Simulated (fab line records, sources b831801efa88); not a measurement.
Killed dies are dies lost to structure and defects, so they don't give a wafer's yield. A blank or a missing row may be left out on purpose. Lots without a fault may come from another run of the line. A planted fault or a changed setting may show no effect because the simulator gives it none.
Which tool did it? | flow sfq_line | 7 lots, 21 wafers sampled, at 2 steps of a route of 325

WHAT THE GAUGES READ, wafer by wafer
SFQ_JJ_RS_MEAS_929: measures by four-point-probe.
lot  | measured     | on            | JJ_NB_RS (ohm/sq)
L890 | day 52 01:08 | film_metro-03 | 1.054 1.058 1.048
L892 | day 52 04:44 | film_metro-02 | 1.049 1.039 1.042
L896 | day 53 01:03 | film_metro-03 | 1.043 1.048 1.051
L898 | day 54 10:40 | film_metro-01 | 1.056 1.032 1.057
L900 | day 55 07:50 | film_metro-01 | 1.043 1.040 1.046
L908 | day 57 17:55 | film_metro-03 | 0.768 0.772 0.770
L910 | day 58 15:29 | film_metro-02 | 1.055 1.049 1.029

WHICH TOOL RAN EACH LOT (tool, then ch and the chambers of the sampled wafers, then the start)
lot  | SFQ_TRILAYER_JJ_TRILAYER_DEP_SPUTTER_112
L890 | pvd_sputter-06, day 52 01:03
L892 | pvd_sputter-05, day 52 04:39
L896 | pvd_sputter-04, day 53 00:59
L898 | pvd_sputter-04, day 54 10:35
L900 | pvd_sputter-04, day 55 07:43
L908 | pvd_sputter-06, day 57 17:49
L910 | pvd_sputter-04, day 58 15:25
- SFQ_TRILAYER_JJ_TRILAYER_DEP_SPUTTER_112: material Nb, target thk 170 nm, time 113.3 s.

THE ANSWER, worked out from the rows above alone
Rule: what is usual is taken from the lots themselves. Put in order of their means at a reading, lots are off if they are a third of the lots or fewer, leave a main group of 4 or more, and stand apart from it by a gap of 3 or more times the standard deviation of the main group's means; of several such gaps the widest counts. A main group whose means are all the same, to the digits that the tables above print for the reading, isn't used. A lot without any number at a reading at which 4 lots or more have one is off too. The other lots that the step has rows for count as sound.
Off: L908, at SFQ_JJ_RS_MEAS_929 (JJ_NB_RS). The main group: mean 1.047 ohm/sq, standard deviation 0.0036.
A tool fits if, at a process step before that reading, it ran every lot that is off, and no sound lot after the first of them. The gauges at SFQ_JJ_RS_MEAS_929 are tried like those tools. Can't be told from this: 2 tools fit, pvd_sputter-06 at SFQ_TRILAYER_JJ_TRILAYER_DEP_SPUTTER_112, film_metro-03 at SFQ_JJ_RS_MEAS_929.

WHAT THE SIMULATOR HAD PUT IN
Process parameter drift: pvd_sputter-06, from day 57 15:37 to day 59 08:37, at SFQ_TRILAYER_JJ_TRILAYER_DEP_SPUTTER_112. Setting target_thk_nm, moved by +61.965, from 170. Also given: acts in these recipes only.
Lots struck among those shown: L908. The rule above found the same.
